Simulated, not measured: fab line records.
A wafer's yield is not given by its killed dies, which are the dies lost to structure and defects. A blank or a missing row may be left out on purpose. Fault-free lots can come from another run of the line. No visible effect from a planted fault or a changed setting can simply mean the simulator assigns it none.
Struck lot and sound lot, side by side | flow sky130 | 17 out of 708 route steps
Sound: wafers L796.2, L796.5, L796.6. Struck: wafers L807.1, L807.2, L807.4. The cause comes at the end.
At each step with rows: each side's tool, then ch and its chambers, then its first start. Under that, the readings that differ: sound wafers | struck wafers | difference of the means | sigmas: that difference in standard deviations of wafers without a fault.
alike: readings with means less than 2 such deviations apart, plus words and numbers identical on both sides. not compared: withheld readings, readings lacking a value on some wafer, bounds such as >300 that could conceal the same value, and numbers that have no deviation in the record and whose values overlap.
The two part at a step that has a row with sigmas, a row that says differs or no value, or rows on one side only. Numbers that don't overlap but have no deviation are shown without sigmas and don't part them. A reading missing from all wafers of one side parts the sides only when that side holds two or more wafers.

first, 5 steps without rows for these wafers: SKY_SD_N_COAT_02 (resist thk 1140 nm); SKY_SD_N_SOFTBAKE_03 (time 60 s); SKY_SD_N_EXPOSE_04 (exposes mask NSDM, target cd 380 nm); SKY_SD_N_PEB_05; SKY_SD_N_DEVELOP_06 (develop time 60 s).
SKY_SD_N_CD_MEAS_07: the cd target is 380 nm.
  sound: cd-sem-01 at day 29 00:50; struck: cd-sem-02 at day 31 18:07
  alike: cd-nm
SKY_SD_N_OVL_MEAS_08:
  sound: overlay-02 at day 29 00:57; struck: overlay-02 at day 31 18:14
  alike: SD_N_OVL
then, 2 steps without rows for these wafers: SKY_SD_N_IMPLANT_09; SKY_SD_N_IMPLANT_10.
SKY_SD_N_STRIP_11: strips in O2/N2.
  sound on plasma-asher-03 ch 0,1, day 29 01:17; struck on plasma-asher-01 ch 0,1, day 31 18:35
  alike: chamber-pressure-mTorr, drypump-motor-current-A, n2-flow-sccm, o2-flow-sccm, oes-product-au, strip-time-to-endpoint-s
  not compared: rf-hours-counter-h
SKY_SD_N_TW_MEAS_12:
  sound: film-metro-03 at day 29 01:23; struck: film-metro-03 at day 31 18:41
  alike: SD_N_TW
then, 1 step without rows for these wafers: SKY_SD_N_CLEAN_13 (cleans in SC1/SC2, time 150 s).
SKY_SD_N_RTA_14: time 2 s.
  sound on rtp-anneal-01 ch 0, day 29 01:30; struck on rtp-anneal-02 ch 0, day 31 18:47
  reading            | sound                | struck               | difference | sigmas
  lamp-power-pct (%) | 15.67 15.73 15.85    | 15.87 15.92 15.89    | +0.14      | +2
  wafer_temp_C_max   | 1077.8 1079.5 1076.6 | 1087.8 1088.4 1088.4 | +10.2      | +8
SKY_SD_N_RS_MEAS_16: measurement is done with a four-point probe.
  sound: film-metro-02 at day 29 01:41; struck: film-metro-02 at day 31 18:58
  reading          | sound             | struck            | difference | sigmas
  SD_N_RS (ohm/sq) | 68.72 68.60 68.41 | 66.65 66.63 66.61 | -1.95      | -18
SKY_SD_N_RS_MEAS_17: measurement is done with a four-point probe.
  sound: film-metro-02 at day 29 01:48; struck: film-metro-02 at day 31 19:05
  reading          | sound             | struck            | difference | sigmas
  SD_P_RS (ohm/sq) | 147.2 146.4 147.0 | 138.0 137.4 137.3 | -9.3       | -25
SKY_SD_N_RS_MEAS_18: measurement is done with a four-point probe.
  sound: film-metro-02 at day 29 01:55; struck: film-metro-02 at day 31 19:12
  alike: RES_XHIGH_RS
-- a jump in the record: the struck wafers' starts before and after are 17 days apart (it breaks off in module SD_N and resumes in module PAD_OPEN, where the first step shown is number 708 of the route) --
SKY_PAD_OPEN_PROBE_99:
  sound: prober-01 at day 46 16:04; struck: prober-02 at day 48 17:08
  reading                              | sound             | struck            | difference | sigmas
  killed_at_M0_to_M3                   | 59 49 54          | 46 28 38          | -17        | -2
  killed-dies                          | 102 79 94         | 81 68 68          | -19        | -2
  model.etest.res-xhigh-po.line-ohm-um | 5877 5406 5559    | 5089 5129 4947    | -559       |
  model.etest.res-xhigh-po.rs-ohm-sq   | 2067 1884 1987    | 1818 1794 1754    | -191       |
  model.etest.pfet_01v8.r-on-ohm-um    | 2846 2856 2873    | 2658 2614 2643    | -220       |
  model.etest.res-pdiff.line-ohm-um    | 1382 1368 1381    | 1270 1257 1270    | -111       |
  model.etest.res-high-po.line-ohm-um  | 754.4 729.7 741.1 | 700.1 684.2 680.4 | -53.5      |
  model.etest.licon-high-po.rc-ohm     | 363 334.5 337.3   | 297.3 314.5 297.2 | -41.9      |
  model.etest.res-ndiff.line-ohm-um    | 783.3 768.2 778.6 | 751 743.7 746     | -30        |
  model.etest.res-high-po.rs-ohm-sq    | 270.8 253.9 261.4 | 244.4 237.8 238.3 | -21.9      |
  alike: killed_at_M4_up, killed-at-contacts, killed-at-front-end, killed-at-other, killed-open, killed-short

== WHERE THEY PART ==
At SKY_SD_N_RTA_14 first; at SKY_PAD_OPEN_PROBE_99 last (within this record only).

WHY: what had been put in by the simulator
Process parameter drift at SKY_SD_N_RTA_14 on rtp-anneal-02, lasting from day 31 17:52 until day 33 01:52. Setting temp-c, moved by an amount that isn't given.
